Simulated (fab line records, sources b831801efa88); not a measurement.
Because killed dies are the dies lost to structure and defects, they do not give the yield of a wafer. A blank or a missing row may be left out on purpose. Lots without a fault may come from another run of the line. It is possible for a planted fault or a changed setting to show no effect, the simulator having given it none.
Which tool was responsible?    flow gf180mcu    24 lots, 72 wafers sampled, at 4 steps of a route of 602

## WHAT EACH GAUGE READ, for each wafer
GF_V1_THK_MEAS_03. Usual: V1_CVD_02_THK typically reads 849 nm, with standard deviation 14.
lot   measured      on             V1_CVD_02_THK (nm)  flag
L074  day 17 01:09  film_metro-04  828 829 839         
L075  day 17 05:46  film_metro-04  874 863 860         
L076  day 17 21:17  film_metro-02  834 847 863         
L077  day 18 07:41  film_metro-04  821 865 856         
L078  day 18 13:09  film_metro-02  854 863 820         
L079  day 18 23:10  film_metro-02  842 836 852         
L080  day 19 08:46  film_metro-01  863 876 860         
L081  day 19 19:22  film_metro-04  854 850 847         
L082  day 20 07:04  film_metro-02  859 858 846         
L083  day 20 20:45  film_metro-02  840 856 849         
L085  day 21 09:19  film_metro-04  869 832 863         
L084  day 21 10:18  film_metro-01  831 852 849         
L086  day 21 17:29  film_metro-02  847 843 854         
L087  day 21 23:26  film_metro-02  837 843 859         
L088  day 22 14:08  film_metro-01  844 856 864         
L089  day 23 04:45  film_metro-01  849 840 839         
L090  day 23 09:34  film_metro-04  838 834 849         
L091  day 23 14:49  film_metro-04  821 845 852         
L092  day 23 21:04  film_metro-02  829 853 866         
L093  day 24 04:59  film_metro-01  849 851 861         
L094  day 24 08:50  film_metro-01  836 847 842         
L095  day 24 22:52  film_metro-01  858 843 854         
L096  day 25 01:11  film_metro-02  841 863 860         
L097  day 25 05:43  film_metro-01  846 868 857         

GF_V1_BOW_MEAS_05. Usual: V1_BOW typically reads 82 um, with standard deviation 7.6.
lot   measured      on             V1_BOW (um)  flag
L074  day 17 01:31  film_metro-01  79 74 73     
L075  day 17 06:11  film_metro-01  71 82 83     
L076  day 17 22:05  film_metro-04  72 80 72     
L077  day 18 08:02  film_metro-04  78 82 76     
L078  day 18 13:31  film_metro-04  80 91 90     
L079  day 18 23:32  film_metro-02  85 79 85     
L080  day 19 09:08  film_metro-04  82 89 81     
L081  day 19 19:44  film_metro-04  86 90 91     
L082  day 20 07:25  film_metro-04  76 85 91     
L083  day 20 21:08  film_metro-04  74 90 86     
L085  day 21 12:40  film_metro-02  94 79 85     
L084  day 21 12:43  film_metro-01  85 78 73     
L086  day 21 17:52  film_metro-01  87 85 91     
L087  day 21 23:48  film_metro-01  90 80 83     
L088  day 22 14:35  film_metro-02  82 77 96     
L089  day 23 05:07  film_metro-02  76 94 81     
L090  day 23 10:04  film_metro-01  83 77 93     
L091  day 23 15:50  film_metro-01  73 81 68     
L092  day 23 21:25  film_metro-01  88 93 73     
L093  day 24 05:21  film_metro-04  73 77 95     
L094  day 24 09:12  film_metro-01  83 86 79     
L095  day 24 23:13  film_metro-04  80 94 94     
L096  day 25 01:33  film_metro-01  79 82 95     
L097  day 25 06:05  film_metro-01  90 86 90     

## EACH LOT AND THE TOOL THAT RAN IT (in order: tool; ch and the chambers of the sampled wafers; start)
lot   GF_CONTACT_SPUTTER_22         GF_CONTACT_SPUTTER_23
L074  pvd_sputter-02, day 16 01:07  pvd_sputter-02, day 16 01:11
L075  pvd_sputter-03, day 16 05:16  pvd_sputter-03, day 16 05:20
L076  pvd_sputter-03, day 16 20:19  pvd_sputter-03, day 16 20:23
L077  pvd_sputter-03, day 17 06:02  pvd_sputter-03, day 17 06:05
L078  pvd_sputter-02, day 17 11:56  pvd_sputter-02, day 17 11:59
L079  pvd_sputter-03, day 17 21:46  pvd_sputter-03, day 17 21:49
L080  pvd_sputter-04, day 18 06:27  pvd_sputter-04, day 18 06:31
L081  pvd_sputter-02, day 18 17:07  pvd_sputter-02, day 18 17:11
L082  pvd_sputter-04, day 19 05:02  pvd_sputter-04, day 19 05:05
L083  pvd_sputter-02, day 19 18:38  pvd_sputter-02, day 19 18:41
L085  pvd_sputter-04, day 20 06:56  pvd_sputter-04, day 20 06:59
L084  pvd_sputter-02, day 20 08:49  pvd_sputter-02, day 20 08:53
L086  pvd_sputter-02, day 20 15:40  pvd_sputter-02, day 20 15:44
L087  pvd_sputter-02, day 20 22:46  pvd_sputter-02, day 20 22:50
L088  pvd_sputter-04, day 21 11:19  pvd_sputter-04, day 21 11:23
L089  pvd_sputter-03, day 22 03:11  pvd_sputter-03, day 22 03:14
L090  pvd_sputter-02, day 22 08:13  pvd_sputter-02, day 22 08:16
L091  pvd_sputter-02, day 22 13:35  pvd_sputter-02, day 22 13:39
L092  pvd_sputter-04, day 22 20:31  pvd_sputter-04, day 22 20:35
L093  pvd_sputter-02, day 23 04:32  pvd_sputter-02, day 23 04:35
L094  pvd_sputter-02, day 23 08:19  pvd_sputter-02, day 23 08:23
L095  pvd_sputter-02, day 23 22:37  pvd_sputter-02, day 23 22:41
L096  pvd_sputter-02, day 24 00:58  pvd_sputter-02, day 24 01:02
L097  pvd_sputter-02, day 24 05:44  pvd_sputter-02, day 24 05:47
- GF_CONTACT_SPUTTER_22: material Ti, target thk 15 nm, time 80.02 s.
- GF_CONTACT_SPUTTER_23: material TiN, target thk 10 nm, time 40 s.

## AS READ BY THE TOOLS THEMSELVES (means over the sampled wafers that have a number; for cases with no such wafer, the mark the record gives instead)
GF_CONTACT_SPUTTER_22. Usual: substrate_temp_c 200.02 C, standard deviation 0.15; throttle_valve_pct 30.5 %, standard deviation 0.66.
lot   tool            substrate_temp_c (C)  throttle_valve_pct (%)  flag
L074  pvd_sputter-02  200.02                29.6                    
L075  pvd_sputter-03  200.00                30.7                    
L076  pvd_sputter-03  200.06                31.0                    
L077  pvd_sputter-03  200.10                30.6                    
L078  pvd_sputter-02  200.06                30.5                    
L079  pvd_sputter-03  199.97                31.1                    
L080  pvd_sputter-04  199.99                30.8                    
L081  pvd_sputter-02  199.97                30.2                    
L082  pvd_sputter-04  200.22                30.7                    
L083  pvd_sputter-02  200.12                30.3                    
L085  pvd_sputter-04  199.99                31.5                    
L084  pvd_sputter-02  200.14                30.2                    
L086  pvd_sputter-02  199.87                30.3                    
L087  pvd_sputter-02  199.96                30.5                    
L088  pvd_sputter-04  200.05                30.8                    
L089  pvd_sputter-03  199.91                30.9                    
L090  pvd_sputter-02  199.98                29.9                    
L091  pvd_sputter-02  200.05                30.2                    
L092  pvd_sputter-04  200.05                30.8                    
L093  pvd_sputter-02  199.97                29.9                    
L094  pvd_sputter-02  199.90                30.0                    
L095  pvd_sputter-02  199.76                30.1                    
L096  pvd_sputter-02  200.13                30.2                    
L097  pvd_sputter-02  200.08                30.6                    

GF_CONTACT_SPUTTER_23. Usual: throttle_valve_pct reads 30.5 % (standard deviation 0.68).
lot   tool            throttle_valve_pct (%)  flag
L074  pvd_sputter-02  29.6                    
L075  pvd_sputter-03  30.6                    
L076  pvd_sputter-03  31.3                    
L077  pvd_sputter-03  30.7                    
L078  pvd_sputter-02  30.5                    
L079  pvd_sputter-03  31.3                    
L080  pvd_sputter-04  30.9                    
L081  pvd_sputter-02  30.1                    
L082  pvd_sputter-04  30.7                    
L083  pvd_sputter-02  30.3                    
L085  pvd_sputter-04  31.5                    
L084  pvd_sputter-02  30.1                    
L086  pvd_sputter-02  30.5                    
L087  pvd_sputter-02  30.4                    
L088  pvd_sputter-04  30.9                    
L089  pvd_sputter-03  31.1                    
L090  pvd_sputter-02  30.0                    
L091  pvd_sputter-02  30.2                    
L092  pvd_sputter-04  30.8                    
L093  pvd_sputter-02  30.1                    
L094  pvd_sputter-02  29.9                    
L095  pvd_sputter-02  30.1                    
L096  pvd_sputter-02  30.5                    
L097  pvd_sputter-02  30.5                    

## THE ANSWER, worked out from the rows above alone
Rule: take the mean of a lot's wafers that have a number; if it is more than 3 standard deviations from the usual mean, the lot is off. Also off: a lot with no number at a reading for which 4 or more lots have one. Any other lot the step has rows for is counted as sound. Order of review: gauges by route order, followed by the tools' own readings, for which a lot's mean as printed above is used. The first step at which some lot is off is used, and at that step the reading that is off furthest; a lot without a number counts as furthest.
None of the lots is off at any reading shown; this tells nothing.

## WHAT THE SIMULATOR PUT IN
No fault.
